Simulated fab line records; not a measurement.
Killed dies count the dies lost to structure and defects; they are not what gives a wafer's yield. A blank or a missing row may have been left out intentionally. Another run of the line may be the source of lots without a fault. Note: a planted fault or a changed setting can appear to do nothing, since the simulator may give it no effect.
Comparing a struck lot with a sound one | flow gf180mcu | 16 out of 602 route steps
Sound: these wafers, L200.3, L200.4, L200.5. The struck wafers were L211.2, L211.3, L211.4. The cause is named last.
For every step that has rows: the tool of each side, followed by ch and its chambers, followed by its first start. Under that, the readings that differ: sound wafers | struck wafers | difference of the means | sigmas: that difference in standard deviations of wafers without a fault.
alike: a reading whose means differ by less than 2 such deviations, as well as words and numbers matching on both sides. not compared: withheld readings; readings where some wafer has no value; bounds like >300 that might hide an equal value; numbers whose values overlap and for which the record gives no deviation.
The two part at a step that has a row with sigmas, a row that says differs or no value, or rows on one side only. Numbers that have no deviation but don't overlap get no sigmas and don't part them. A reading that every wafer of one side lacks parts them only if that side has two wafers or more.

first, 1 step without rows for these wafers: GF_HV_LDD_IMPLANT_36.
GF_HV_LDD_STRIP_37: strips in O2/N2.
  sound on plasma asher-01 ch 0,1, day 13 10:57; struck on plasma asher-02 ch 0,1, day 17 08:37
  alike: drypump motor current A, heater power w, n2 flow sccm, o2 flow sccm, oes product au, platen temp c, strip time to endpoint s
  not compared: rf hours counter h
GF_HV_LDD_TW_MEAS_38:
  sound on film metro-04 at day 13 11:02; struck on film metro-01 at day 17 08:43
  reading     | sound          | struck         | difference | sigmas
  HV_LDD_3_TW | 1423 1421 1413 | 1458 1462 1452 | +38        | +3
then, 7 steps without rows for these wafers: GF_HV_LDD_DEHYDRATE_39 (time 60 s); GF_HV_LDD_HMDS_40 (prime time 60 s); GF_HV_LDD_COAT_41 (resist thk 1000 nm); GF_HV_LDD_SOFTBAKE_42 (time 60 s); GF_HV_LDD_EXPOSE_43 (exposes mask Pplus HV AREA, target cd 400 nm); GF_HV_LDD_PEB_44; GF_HV_LDD_DEVELOP_45 (develop time 60 s).
GF_HV_LDD_CD_MEAS_46 targets a cd of 400 nm.
  sound on cd sem-01 at day 14 08:22; struck on cd sem-02 at day 18 08:17
  alike: cd nm
GF_HV_LDD_OVL_MEAS_47:
  sound on overlay-01 at day 14 08:28; struck on overlay-01 at day 18 08:24
  alike: HV_LDD_03_OVL
GF_HV_LDD_IMPLANT_48:
  sound on implanter-02 ch 0, day 14 08:32; struck on implanter-02 ch 0, day 18 08:27
  reading            | sound                         | struck                           | difference  | sigmas
  beam on s (s)      | 9.97 10.27 10.40              | 10.85 10.57 11.17                | +0.65       | +3
  dose ions cm2      | 3.006e+13 3.001e+13 3.007e+13 | 1.1193e+14 1.1189e+14 1.1192e+14 | +8.1867e+13 | +99 or more
  faraday current uA | 170 165 162                   | 586 599 563                      | +417        | +99 or more
  alike: beam energy keV
GF_HV_LDD_STRIP_49: strips in O2/N2.
  sound on plasma asher-01 ch 0,1, day 14 08:40; struck on plasma asher-04 ch 0,1, day 18 08:35
  alike: drypump motor current A, heater power w, n2 flow sccm, o2 flow sccm, oes product au, platen temp c, strip time to endpoint s
  not compared: rf hours counter h
GF_HV_LDD_TW_MEAS_50:
  sound on film metro-01 at day 14 08:45; struck on film metro-03 at day 18 08:56
  reading     | sound       | struck      | difference | sigmas
  HV_LDD_4_TW | 573 572 570 | 864 863 869 | +294       | +86
  not compared: hold
GF_PASSIVATION_PROBE_99:
  rows exist in the record for the sound wafers here (prober-01, day 30 23:59), none for the struck ones

## WHERE THEY PART
First at GF_HV_LDD_TW_MEAS_38; last, within this record, at GF_PASSIVATION_PROBE_99.

WHY: what the simulator had put in
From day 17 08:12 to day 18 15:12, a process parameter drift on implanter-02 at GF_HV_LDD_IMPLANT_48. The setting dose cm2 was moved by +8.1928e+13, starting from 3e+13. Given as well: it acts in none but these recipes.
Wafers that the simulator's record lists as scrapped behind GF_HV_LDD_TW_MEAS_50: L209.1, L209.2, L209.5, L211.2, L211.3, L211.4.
